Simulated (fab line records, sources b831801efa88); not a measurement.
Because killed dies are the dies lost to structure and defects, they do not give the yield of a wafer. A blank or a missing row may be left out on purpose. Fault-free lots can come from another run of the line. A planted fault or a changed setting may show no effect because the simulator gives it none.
fab line records	flow sky130
record: lots: 7	wafers: 21	last_day: 50
route steps=708 shown PWDE@52 NWELL@56 PAD_OPEN@708
lots with no fault: from the same line, run without faults
start_h: the number of hours between the record's first day and the start of the first shown wafer of the lot	wait_h: how many hours have passed since the lot's step before this one	" as in the row above	L1.1+2: a row that stands for several wafers	- no value present, or no start provided	* or withheld: withheld	< > ~ a bound
route shown NAME@n: NAME is a module with steps in the file, n the number in the route of the first one	usual: mean/standard deviation of fault-free wafers	same: alike in all rows	chamber/n: place in a boat	sites: each site's reading	_std_site: how widely they spread, as a standard deviation	_edge_site: mean of outer sites minus mean of inner sites	radius_mm: for every site, how far away it sits from the centre of the wafer	mask NAME#n: copy n	behind: the most recent tool/chamber to have shaped the wafer	hold: why the lot was held/for how many hours/how that ended	device: the transistor (n, p or np) that didn't switch	end of line: tests of these same wafers at the route's end	for a step that has no rows: nothing shown but its recipe	killed: count of dies lost to structure and defects at first sort (not the wafer's yield)	map: a wafer's dies, x killed, . not, _ none there
set.NAME: setting as actually run; set.NAME@STEP: the setting as run at that earlier step	model.NAME: the simulator's own value behind a step, which no gauge read
lots at selected steps of the route; one table per step, one row per wafer
services: a tool's chamber out of use, with start hour (start_h, from the record's first day; less than 0 if before it), hours out, and reason
== steps ==
step: SKY_PWDE_OVL_MEAS_07
usual: PWDE_OVL: -1.0/1.5
lot.wafer	tool	chamber	start_h	wait_h	PWDE_OVL[nm]
L850.1	overlay-01	-	73.92	-	-3.0
L850.3	"	-	"	"	-2.8
L850.4	"	-	"	"	-2.5
L852.1	overlay-02	-	78.91	-	-1.3
L852.2	"	-	"	"	-2.8
L852.6	"	-	"	"	-2.6
L857.2	overlay-01	-	114.15	-	-0.5
L857.3	"	-	"	"	-1.3
L857.6	"	-	"	"	-0.1
L858.2	overlay-01	-	114.80	-	0.7
L858.4	"	-	"	"	-0.3
L858.5	"	-	"	"	-0.4
L862.2	overlay-02	-	134.95	-	-3.6
L862.5	"	-	"	"	-2.8
L862.6	"	-	"	"	-3.5
L865.2	overlay-01	-	160.52	-	-1.8
L865.3	"	-	"	"	-0.1
L865.6	"	-	"	"	0.6
L872.1	overlay-02	-	191.74	-	-0.2
L872.2	"	-	"	"	-0.5
L872.4	"	-	"	"	-1.9
step: SKY_PWDE_IMPLANT_08
recipe: species: B	energy_kev: 151.3	dose_cm2: 3.6e+12	tilt_deg: withheld
step: SKY_PWDE_STRIP_09
recipe: chemistry: O2/N2	power_w: 1400	pressure_mtorr: 1500	platen_temp_c: withheld	o2_flow_sccm: 3000	n2_flow_sccm: 300	overash_fraction: 0.5
usual: drypump_motor_current_A: 5.59/0.23	oes_product_au: 0.722/0.0045	strip_time_to_endpoint_s: 36.88/0.11
lot.wafer	tool	chamber	start_h	wait_h	drypump_motor_current_A	oes_product_au	rf_hours_counter_h	strip_time_to_endpoint_s
L850.1	plasma_asher-04	0	74.10	0.1	5.42	0.721	37	36.87
L850.3	"	1	"	"	5.67	0.730	-	37.01
L850.4	"	0	"	"	5.44	0.722	-	36.99
L852.1	plasma_asher-04	1	79.10	0.1	5.70	0.721	38	36.74
L852.2	"	0	"	"	5.41	0.722	38	36.64
L852.6	"	0	"	"	5.40	0.720	-	36.71
L857.2	plasma_asher-04	0	114.33	0.1	5.43	0.722	42	36.88
L857.3	"	1	"	"	5.64	0.719	-	36.93
L857.6	"	0	"	"	5.45	0.718	-	36.89
L858.2	plasma_asher-04	0	114.98	0.1	5.47	0.726	42	36.84
L858.4	"	0	"	"	5.44	0.718	-	36.89
L858.5	"	1	"	"	5.61	0.715	-	36.77
L862.2	plasma_asher-03	0	135.13	0.1	5.14	0.720	1	37.07
L862.5	"	0	"	"	5.18	0.716	-	37.20
L862.6	"	1	"	"	5.45	0.719	-	37.22
L865.2	plasma_asher-04	0	160.70	0.1	5.43	0.724	47	36.85
L865.3	"	1	"	"	5.64	0.731	-	36.88
L865.6	"	1	"	"	5.65	0.719	-	36.92
L872.1	plasma_asher-03	0	191.93	0.1	5.18	0.726	7	36.93
L872.2	"	1	"	"	5.42	0.722	7	37.00
L872.4	"	0	"	"	5.19	0.724	-	36.85
step: SKY_PWDE_TW_MEAS_10
usual: PWDE_TW: 371.1/1.9
lot.wafer	tool	chamber	start_h	wait_h	PWDE_TW
L850.1	film_metro-04	-	74.20	0.1	374.3
L850.3	"	-	"	"	375.6
L850.4	"	-	"	"	373.5
L852.1	film_metro-03	-	79.20	0.1	373.2
L852.2	"	-	"	"	372.0
L852.6	"	-	"	"	372.2
L857.2	film_metro-01	-	114.44	0.1	369.2
L857.3	"	-	"	"	371.7
L857.6	"	-	"	"	369.9
L858.2	film_metro-01	-	115.09	0.1	368.1
L858.4	"	-	"	"	368.5
L858.5	"	-	"	"	368.8
L862.2	film_metro-03	-	135.24	0.1	370.2
L862.5	"	-	"	"	373.6
L862.6	"	-	"	"	372.0
L865.2	film_metro-01	-	160.81	0.1	368.4
L865.3	"	-	"	"	370.2
L865.6	"	-	"	"	368.3
L872.1	film_metro-03	-	192.03	0.1	375.5
L872.2	"	-	"	"	372.6
L872.4	"	-	"	"	373.7
step: SKY_NWELL_DEHYDRATE_03
recipe: temp_c: 200	time_s: 60
step: SKY_NWELL_HMDS_04
recipe: prime_time_s: 60	prime_temp_c: 120
step: SKY_NWELL_COAT_05
recipe: spin_rpm: 2000	resist_thk_nm: 3000
step: SKY_NWELL_SOFTBAKE_06
recipe: temp_c: 110	time_s: withheld
step: SKY_NWELL_EXPOSE_07
recipe: mask_id: NWM	na: 0.6	source_shape: conventional	sigma_outer: 0.6	polarization: unpolarized	target_cd_nm: 840	dose_mj: 255
step: SKY_NWELL_PEB_08
recipe: temp_c: 115	time_s: withheld
step: SKY_NWELL_DEVELOP_09
recipe: wall_angle_deg: 90	developer: TMAH	develop_time_s: 60	dev_temp_c: 23
step: SKY_NWELL_OVL_MEAS_10
usual: NWELL_00_OVL: -1.1/1.4
lot.wafer	tool	chamber	start_h	wait_h	NWELL_00_OVL[nm]
L850.1	overlay-01	-	91.12	-	1.3
L850.3	"	-	"	"	1.0
L850.4	"	-	"	"	2.6
L852.1	overlay-02	-	96.55	-	2.0
L852.2	"	-	"	"	1.3
L852.6	"	-	"	"	0.5
L857.2	overlay-02	-	132.53	-	-1.6
L857.3	"	-	"	"	-1.1
L857.6	"	-	"	"	-0.3
L858.2	overlay-01	-	132.60	-	-2.6
L858.4	"	-	"	"	-1.6
L858.5	"	-	"	"	-1.2
L862.2	overlay-01	-	154.42	-	-2.5
L862.5	"	-	"	"	-1.2
L862.6	"	-	"	"	-1.2
L865.2	overlay-01	-	180.55	-	-1.4
L865.3	"	-	"	"	0.0
L865.6	"	-	"	"	0.3
L872.1	overlay-02	-	213.41	-	0.2
L872.2	"	-	"	"	0.4
L872.4	"	-	"	"	-0.5
step: SKY_NWELL_IMPLANT_11
recipe: species: P	energy_kev: 400	dose_cm2: 1.9e+13	tilt_deg: withheld
usual: beam_energy_keV: 400.02/0.12
lot.wafer	tool	chamber	start_h	wait_h	beam_energy_keV
L850.1	implanter-04	0	91.16	0.0	399.96
L850.3	"	0	"	"	400.06
L850.4	"	0	"	"	400.00
L852.1	implanter-03	0	96.58	0.0	399.93
L852.2	"	0	"	"	399.82
L852.6	"	0	"	"	399.82
L857.2	implanter-04	0	132.59	0.0	400.02
L857.3	"	0	"	"	400.06
L857.6	"	0	"	"	399.87
L857.2	implanter-04	0	132.90	0.3	399.87
L857.3	"	0	"	"	399.86
L857.6	"	0	"	"	399.77
L858.2	implanter-03	0	132.66	0.0	400.25
L858.4	"	0	"	"	400.26
L858.5	"	0	"	"	399.99
L862.2	implanter-02	0	154.47	0.0	400.12
L862.5	"	0	"	"	400.19
L862.6	"	0	"	"	400.10
L862.2	implanter-02	0	154.79	0.3	400.23
L862.5	"	0	"	"	399.99
L862.6	"	0	"	"	400.04
L865.2	implanter-03	0	180.61	0.0	400.19
L865.3	"	0	"	"	400.04
L865.6	"	0	"	"	400.02
L865.2	implanter-03	0	180.92	0.3	399.94
L865.3	"	0	"	"	400.08
L865.6	"	0	"	"	400.08
L872.1	implanter-03	0	213.45	0.0	400.06
L872.2	"	0	"	"	400.03
L872.4	"	0	"	"	400.01
step: SKY_NWELL_IMPLANT_12
recipe: species: P	energy_kev: 120	dose_cm2: 1.3e+12	tilt_deg: withheld
step: SKY_NWELL_IMPLANT_13
recipe: species: P	energy_kev: 50	dose_cm2: 7e+11	tilt_deg: withheld
step: SKY_NWELL_STRIP_14
recipe: chemistry: O2/N2	power_w: 1400	pressure_mtorr: 1500	platen_temp_c: withheld	o2_flow_sccm: 3000	n2_flow_sccm: 300	overash_fraction: 0.5
usual: drypump_motor_current_A: 5.7/0.48	oes_product_au: 0.722/0.004	strip_time_to_endpoint_s: 36.90/0.12
lot.wafer	tool	chamber	start_h	wait_h	drypump_motor_current_A	oes_product_au	rf_hours_counter_h	strip_time_to_endpoint_s
L850.1	plasma_asher-01	0	91.61	0.1	6.6	0.724	29	37.14
L850.3	"	0	"	"	6.6	0.723	-	36.96
L850.4	"	1	"	"	5.3	0.718	-	37.03
L852.1	plasma_asher-03	0	97.03	0.1	5.2	0.722	42	36.97
L852.2	"	1	"	"	5.4	0.724	42	36.92
L852.6	"	0	"	"	5.2	0.722	-	36.89
L858.2	plasma_asher-03	1	133.08	0.1	5.4	0.722	1	36.74
L858.4	"	0	"	"	5.2	0.718	-	36.76
L858.5	"	0	"	"	5.2	0.715	-	36.73
L857.2	plasma_asher-02	1	133.33	0.1	5.8	0.723	40	36.87
L857.3	"	0	"	"	6.0	0.721	-	36.85
L857.6	"	0	"	"	6.0	0.721	-	36.88
L862.2	plasma_asher-03	1	155.21	0.1	5.4	0.729	4	36.78
L862.5	"	1	"	"	5.4	0.717	-	36.77
L862.6	"	0	"	"	5.2	0.721	-	36.85
L865.2	plasma_asher-03	0	181.35	0.1	5.2	0.724	6	36.83
L865.3	"	0	"	"	5.2	0.727	-	36.89
L865.6	"	1	"	"	5.4	0.723	-	36.84
L872.1	plasma_asher-02	1	213.90	0.1	5.8	0.726	48	36.97
L872.2	"	0	"	"	6.0	0.717	48	36.93
L872.4	"	0	"	"	5.9	0.719	-	36.95
step: SKY_NWELL_TW_MEAS_15
usual: NWELL_TW: 1807/12
lot.wafer	tool	chamber	start_h	wait_h	NWELL_TW
L850.1	film_metro-03	-	91.71	0.1	1817
L850.3	"	-	"	"	1809
L850.4	"	-	"	"	1813
L852.1	film_metro-01	-	97.13	0.1	1790
L852.2	"	-	"	"	1787
L852.6	"	-	"	"	1805
L858.2	film_metro-03	-	133.19	0.1	1811
L858.4	"	-	"	"	1806
L858.5	"	-	"	"	1807
L857.2	film_metro-01	-	133.44	0.1	2236
L857.3	"	-	"	"	2228
L857.6	"	-	"	"	2234
L857.2	film_metro-01	-	133.66	0.2	2224
L857.3	"	-	"	"	2224
L857.6	"	-	"	"	2220
L862.2	film_metro-04	-	155.32	0.1	2231
L862.5	"	-	"	"	2252
L862.6	"	-	"	"	2245
L862.2	film_metro-04	-	155.55	0.2	2246
L862.5	"	-	"	"	2249
L862.6	"	-	"	"	2246
L865.2	film_metro-01	-	181.49	0.1	2245
L865.3	"	-	"	"	2243
L865.6	"	-	"	"	2239
L865.2	film_metro-01	-	181.71	0.2	2239
L865.3	"	-	"	"	2225
L865.6	"	-	"	"	2241
L872.1	film_metro-04	-	214.00	0.1	1817
L872.2	"	-	"	"	1811
L872.4	"	-	"	"	1815
step: SKY_NWELL_DEHYDRATE_16
recipe: temp_c: 200	time_s: 60
step: SKY_NWELL_HMDS_17
recipe: prime_time_s: 62.9	prime_temp_c: 120
step: SKY_NWELL_COAT_18
recipe: spin_rpm: 2000	resist_thk_nm: 3000
step: SKY_NWELL_SOFTBAKE_19
recipe: temp_c: 110	time_s: withheld
step: SKY_NWELL_EXPOSE_20
recipe: mask_id: NWM_COMPLEMENT	na: 0.6	source_shape: conventional	sigma_outer: 0.6	polarization: unpolarized	target_cd_nm: 840	dose_mj: 260
step: SKY_NWELL_PEB_21
recipe: temp_c: 115	time_s: withheld
step: SKY_NWELL_DEVELOP_22
recipe: wall_angle_deg: 90	developer: TMAH	develop_time_s: 60	dev_temp_c: 23
step: SKY_NWELL_OVL_MEAS_23
usual: NWELL_01_OVL: 0.6/1.1
lot.wafer	tool	chamber	start_h	wait_h	NWELL_01_OVL[nm]
L850.1	overlay-02	-	110.12	-	2.5
L850.3	"	-	"	"	1.1
L850.4	"	-	"	"	2.5
L852.1	overlay-02	-	115.57	-	1.5
L852.2	"	-	"	"	0.5
L852.6	"	-	"	"	1.2
L857.2	overlay-02	-	151.95	-	1.4
L857.3	"	-	"	"	1.4
L857.6	"	-	"	"	0.5
L858.2	overlay-01	-	152.30	-	1.6
L858.4	"	-	"	"	-1.3
L858.5	"	-	"	"	-0.9
L862.2	overlay-02	-	175.18	-	0.7
L862.5	"	-	"	"	2.2
L862.6	"	-	"	"	1.2
L865.2	overlay-02	-	201.97	-	2.0
L865.3	"	-	"	"	1.6
L865.6	"	-	"	"	0.6
L872.1	overlay-02	-	235.91	-	0.2
L872.2	"	-	"	"	-0.8
L872.4	"	-	"	"	0.2
step: SKY_NWELL_IMPLANT_24
recipe: species: B	energy_kev: 140	dose_cm2: 9.2e+12	tilt_deg: withheld
step: SKY_NWELL_STRIP_25
recipe: chemistry: O2/N2	power_w: 1400	pressure_mtorr: 1500	platen_temp_c: withheld	o2_flow_sccm: 3000	n2_flow_sccm: 300	overash_fraction: 0.5
usual: drypump_motor_current_A: 5.7/0.47	oes_product_au: 0.723/0.0045	strip_time_to_endpoint_s: 36.90/0.11
lot.wafer	tool	chamber	start_h	wait_h	drypump_motor_current_A	oes_product_au	rf_hours_counter_h	strip_time_to_endpoint_s
L850.1	plasma_asher-01	1	110.31	0.1	5.3	0.716	31	37.04
L850.3	"	1	"	"	5.3	0.723	-	37.03
L850.4	"	0	"	"	6.6	0.725	-	36.95
L852.1	plasma_asher-01	0	115.76	0.1	6.5	0.716	32	37.11
L852.2	"	1	"	"	5.3	0.724	32	37.06
L852.6	"	1	"	"	5.3	0.716	-	37.12
L857.2	plasma_asher-01	0	152.13	0.1	6.5	0.718	36	36.88
L857.3	"	0	"	"	6.5	0.711	-	36.82
L857.6	"	1	"	"	5.3	0.720	-	36.96
L858.2	plasma_asher-03	1	152.48	0.1	5.4	0.731	3	36.88
L858.4	"	0	"	"	5.2	0.724	-	36.85
L858.5	"	1	"	"	5.4	0.722	-	36.92
L862.2	plasma_asher-03	1	175.36	0.1	5.4	0.726	6	37.07
L862.5	"	0	"	"	5.2	0.722	-	36.92
L862.6	"	1	"	"	5.4	0.730	-	37.00
L865.2	plasma_asher-02	1	202.15	0.1	5.8	0.719	47	36.92
L865.3	"	0	"	"	6.0	0.724	-	36.91
L865.6	"	0	"	"	6.0	0.722	-	36.90
L872.1	plasma_asher-01	0	236.10	0.1	6.6	0.726	43	36.69
L872.2	"	1	"	"	5.3	0.721	43	36.79
L872.4	"	0	"	"	6.6	0.724	-	36.77
step: SKY_NWELL_TW_MEAS_26
usual: NWELL_2_TW: 493/3.3
lot.wafer	tool	chamber	start_h	wait_h	NWELL_2_TW
L850.1	film_metro-04	-	110.41	0.1	496
L850.3	"	-	"	"	495
L850.4	"	-	"	"	496
L852.1	film_metro-01	-	115.86	0.1	493
L852.2	"	-	"	"	492
L852.6	"	-	"	"	489
L857.2	film_metro-01	-	152.24	0.1	491
L857.3	"	-	"	"	487
L857.6	"	-	"	"	490
L858.2	film_metro-04	-	152.59	0.1	496
L858.4	"	-	"	"	493
L858.5	"	-	"	"	495
L862.2	film_metro-04	-	175.47	0.1	497
L862.5	"	-	"	"	495
L862.6	"	-	"	"	494
L865.2	film_metro-01	-	202.26	0.1	491
L865.3	"	-	"	"	491
L865.6	"	-	"	"	492
L872.1	film_metro-04	-	236.20	0.1	497
L872.2	"	-	"	"	498
L872.4	"	-	"	"	500
step: SKY_NWELL_CLEAN_27
recipe: chemistry: SC1/SC2	mix: 1:4:20	temp_c: 70	time_s: 150	dry: n2_spin
step: SKY_NWELL_RTA_28
recipe: temp_c: 1050	time_s: 30	idle_temp_c: 650	ramp_up_c_per_s: 150	ramp_down_c_per_s: 90	ambient: N2
usual: lamp_power_pct: 25.30/0.052	wafer_temp_C_max: 1054.9/0.89
lot.wafer	tool	chamber	start_h	wait_h	lamp_power_pct	wafer_temp_C_max
L850.1	rtp_anneal-01	0	110.52	0.0	25.30	1056.0
L850.3	"	0	"	"	25.40	1054.3
L850.4	"	0	"	"	25.34	1054.7
L852.1	rtp_anneal-01	0	115.97	0.0	25.31	1056.5
L852.2	"	0	"	"	25.42	1055.5
L852.6	"	0	"	"	25.31	1054.4
L857.2	rtp_anneal-02	0	152.41	0.0	25.25	1053.9
L857.3	"	0	"	"	25.26	1053.9
L857.6	"	0	"	"	25.23	1054.7
L858.2	rtp_anneal-01	0	152.71	0.0	25.26	1055.4
L858.4	"	0	"	"	25.26	1055.4
L858.5	"	0	"	"	25.32	1054.8
L862.2	rtp_anneal-01	0	175.59	0.0	25.35	1054.2
L862.5	"	0	"	"	25.29	1055.0
L862.6	"	0	"	"	25.37	1055.5
L865.2	rtp_anneal-02	0	202.37	0.0	25.27	1055.0
L865.3	"	0	"	"	25.28	1054.8
L865.6	"	0	"	"	25.28	1054.1
L872.1	rtp_anneal-02	0	236.31	0.0	25.33	1053.9
L872.2	"	0	"	"	25.36	1053.4
L872.4	"	0	"	"	25.29	1055.0
step: SKY_NWELL_RS_MEAS_29
recipe: thk_meas_gauge: four-point-probe
usual: NWELL_RS: 624.7/2
lot.wafer	tool	chamber	start_h	wait_h	NWELL_RS[ohm/sq]
L850.1	film_metro-03	-	110.62	0.1	621.4
L850.3	"	-	"	"	623.0
L850.4	"	-	"	"	622.6
L852.1	film_metro-03	-	116.07	0.1	624.0
L852.2	"	-	"	"	623.3
L852.6	"	-	"	"	623.1
L857.2	film_metro-01	-	152.51	0.1	431.5
L857.3	"	-	"	"	431.7
L857.6	"	-	"	"	431.5
L857.2	film_metro-01	-	152.87	0.3	430.4
L857.3	"	-	"	"	430.6
L857.6	"	-	"	"	431.3
L858.2	film_metro-03	-	152.81	0.1	624.9
L858.4	"	-	"	"	624.0
L858.5	"	-	"	"	623.2
L862.2	film_metro-01	-	175.69	0.1	431.0
L862.5	"	-	"	"	431.6
L862.6	"	-	"	"	430.7
L862.2	film_metro-01	-	176.05	0.3	431.6
L862.5	"	-	"	"	432.3
L862.6	"	-	"	"	431.7
L865.2	film_metro-01	-	202.48	0.1	430.6
L865.3	"	-	"	"	431.0
L865.6	"	-	"	"	430.7
L865.2	film_metro-01	-	202.84	0.3	430.6
L865.3	"	-	"	"	430.4
L865.6	"	-	"	"	431.2
L872.1	film_metro-01	-	236.41	0.1	628.3
L872.2	"	-	"	"	627.4
L872.4	"	-	"	"	629.1
step: SKY_PAD_OPEN_PROBE_99
usual: defect_limited_yield: 82.3/2	killed_at_M0_to_M3: 44/7.9	killed_at_M4_up: 3.1/1.9	killed_at_contacts: 24/4.6	killed_at_front_end: 16/4.9	killed_dies: 87/9.7	killed_open: 48/7.2	killed_short: 39/5.6	sort_bin_3_pad_short: 0.8/0.47	sort_bin_5_function: 10.4/1.5	sort_bin_6_memory: 6.5/1.1	sort_n_pass: 405/9.7	sort_yield_pct: 82.3/2
same: gross_dies: 492	killed_at_back_side: 0	killed_at_other: 0	sort_bin_4_leakage[%]: 0	sort_bin_8_speed[%]: 0
lot.wafer	tool	chamber	start_h	wait_h	defect_limited_yield[%]	killed_at_M0_to_M3	killed_at_M4_up	killed_at_contacts	killed_at_front_end	killed_dies	killed_open	killed_short	sort_bin_3_pad_short[%]	sort_bin_5_function[%]	sort_bin_6_memory[%]	sort_n_pass	sort_yield_pct[%]
L850.1	prober-02	-	1070.39	0.1	79.5	50	1	26	24	101	65	35	1.0	11.8	7.7	391	79.5
L850.3	prober-02	-	1070.49	0.2	77.4	54	8	24	25	111	68	43	1.8	11.8	8.9	381	77.4
L850.4	prober-02	-	1070.54	0.2	82.1	43	2	29	14	88	55	33	0.6	10.2	7.1	404	82.1
L852.1	prober-01	-	1074.76	0.1	79.5	60	4	23	14	101	64	37	1.0	12.6	6.9	391	79.5
L852.2	prober-01	-	1074.81	0.1	82.5	45	2	28	11	86	48	38	1.0	10.6	5.9	406	82.5
L852.6	prober-01	-	1075.01	0.2	82.9	48	2	23	11	84	53	31	0.2	11.8	5.1	408	82.9
L858.2	prober-01	-	1116.68	0.1	85.2	39	1	23	10	73	38	35	1.6	7.7	5.5	419	85.2
L858.4	prober-01	-	1116.78	0.2	83.7	41	3	29	7	80	39	41	0.8	10.2	5.3	412	83.7
L858.5	prober-01	-	1116.83	0.2	80.5	55	1	27	13	96	62	34	0	12.8	6.7	396	80.5
L872.1	prober-01	-	1191.40	0.1	82.1	42	2	29	15	88	59	29	0.6	10.0	7.3	404	82.1
L872.2	prober-01	-	1191.45	0.1	83.1	41	2	28	12	83	37	46	1.8	9.1	5.9	409	83.1
L872.4	prober-01	-	1191.55	0.2	83.3	40	1	25	16	82	43	39	0.4	10.8	5.5	410	83.3
killed by level:class
L850.1 VIA1:geometric_particle:open=16 CONTACT:geometric_particle:open=12 POLY_GATE:geometric_particle:open=9 VIA3:geometric_particle:open=9 LI_CONTACT:geometric_particle:open=7 VIA1:geometric_particle:short=6 POLY_GATE:geometric_particle:short=4 CONTACT:geometric_particle:short=4
L850.3 VIA1:geometric_particle:open=15 CONTACT:geometric_particle:open=12 VIA3:geometric_particle:open=9 VIA2:geometric_particle:open=8 POLY_GATE:geometric_particle:short=7 FIELD_ISO:geometric_particle:open=5 METAL1:geometric_particle:short=5 VIA2:geometric_particle:short=5
L850.4 VIA1:geometric_particle:open=16 LI_CONTACT:geometric_particle:open=13 VIA2:geometric_particle:open=7 VIA3:geometric_particle:open=6 FIELD_ISO:geometric_particle:short=5 LOCAL_INTERCONNECT:geometric_particle:short=5 CONTACT:geometric_particle:short=5 FIELD_ISO:geometric_particle:open=4
L852.1 VIA1:geometric_particle:open=16 VIA2:geometric_particle:open=10 CONTACT:geometric_particle:open=9 VIA1:geometric_particle:short=7 METAL2:geometric_particle:short=6 FIELD_ISO:geometric_particle:open=5 VIA2:geometric_particle:short=4 LI_CONTACT:geometric_particle:open=4
L852.2 LI_CONTACT:geometric_particle:open=12 CONTACT:geometric_particle:open=10 VIA1:geometric_particle:open=9 VIA2:geometric_particle:open=9 VIA2:geometric_particle:short=8 FIELD_ISO:geometric_particle:short=5 METAL1:geometric_particle:short=4 METAL2:geometric_particle:short=4
L852.6 LI_CONTACT:geometric_particle:open=11 VIA2:geometric_particle:open=10 CONTACT:geometric_particle:open=7 METAL1:geometric_particle:short=7 VIA1:geometric_particle:open=7 METAL1:geometric_particle:open=5 VIA1:geometric_particle:short=5 FIELD_ISO:geometric_particle:open=3
L858.2 CONTACT:geometric_particle:open=10 VIA1:geometric_particle:open=7 VIA3:geometric_particle:open=7 LOCAL_INTERCONNECT:geometric_particle:short=5 CONTACT:geometric_particle:short=5 VIA1:geometric_particle:short=4 VIA2:geometric_particle:open=4 FIELD_ISO:geometric_particle:short=3
L858.4 CONTACT:geometric_particle:open=10 VIA2:geometric_particle:open=8 LOCAL_INTERCONNECT:geometric_particle:short=7 VIA3:geometric_particle:open=7 LI_CONTACT:geometric_particle:open=6 METAL1:geometric_particle:short=5 METAL2:geometric_particle:short=5 CONTACT:geometric_particle:short=4
L858.5 CONTACT:geometric_particle:open=14 VIA2:geometric_particle:open=12 VIA1:geometric_particle:open=9 VIA3:geometric_particle:open=8 METAL1:geometric_particle:short=8 POLY_GATE:geometric_particle:open=5 LI_CONTACT:geometric_particle:open=5 CONTACT:geometric_particle:short=4
L872.1 VIA3:geometric_particle:open=11 CONTACT:geometric_particle:open=10 VIA1:geometric_particle:open=10 LI_CONTACT:geometric_particle:open=7 FIELD_ISO:geometric_particle:open=6 POLY_GATE:geometric_particle:open=5 CONTACT:geometric_particle:short=5 LI_CONTACT:geometric_particle:short=4
L872.2 VIA2:geometric_particle:short=8 LI_CONTACT:geometric_particle:open=7 CONTACT:geometric_particle:short=7 METAL1:geometric_particle:short=7 CONTACT:geometric_particle:open=6 VIA1:geometric_particle:open=6 VIA3:geometric_particle:open=6 LI_CONTACT:geometric_particle:short=5
L872.4 LI_CONTACT:geometric_particle:open=9 CONTACT:geometric_particle:open=8 VIA1:geometric_particle:open=7 VIA3:geometric_particle:short=6 VIA2:geometric_particle:open=6 METAL2:geometric_particle:short=5 FIELD_ISO:geometric_particle:open=4 FIELD_ISO:geometric_particle:short=4
== services ==
tool	chamber	start_h	hours	kind
implanter-04	-	52.76	0.9	repair
plasma_asher-01	-	73.08	8.0	repair
plasma_asher-02	-	90.10	26.6	pm
plasma_asher-03	-	108.75	9.0	pm
plasma_asher-03	0	108.75	9.0	vent_cycle
plasma_asher-03	1	108.75	9.0	vent_cycle
rtp_anneal-02	-	109.93	4.5	pm
plasma_asher-03	0	117.75	-	clean
plasma_asher-03	1	117.75	-	clean
implanter-04	-	120.52	6.9	repair
implanter-02	-	141.45	7.0	pm
plasma_asher-02	-	149.74	3.7	repair
plasma_asher-03	-	172.89	2.0	repair
plasma_asher-01	-	193.30	14.6	pm
implanter-02	-	210.99	2.1	repair
implanter-04	-	214.41	2.9	repair
implanter-02	-	218.44	11.1	repair
plasma_asher-03	-	219.19	2.9	repair
== key ==
first_sign: step: SKY_NWELL_IMPLANT_11	reading: visit	direction: added
effect: step: SKY_NWELL_TW_MEAS_15	reading: visit	direction: added
effect: step: SKY_NWELL_TW_MEAS_15	reading: NWELL_TW	direction: up	sigmas: 36	usual: 1807	struck: 2239
effect: step: SKY_NWELL_RS_MEAS_29	reading: visit	direction: added
effect: step: SKY_NWELL_RS_MEAS_29	reading: NWELL_RS	direction: down	sigmas: 98	usual: 624.7	struck: 431.2
met_at SKY_NWELL_IMPLANT_11
struck_wafers L857.2,L857.3,L857.6,L862.2,L862.5,L862.6,L865.2,L865.3,L865.6
scrapped_behind SKY_NWELL_RS_MEAS_29 L857.2,L857.3,L857.6,L862.2,L862.5,L862.6,L865.2,L865.3,L865.6
fault: kind: repeated_step_whole	tool: implanter-02,implanter-03,implanter-04	chamber: -	onset_h: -	steps: SKY_NWELL_IMPLANT_11	times: 1	scope: struck_lots_only
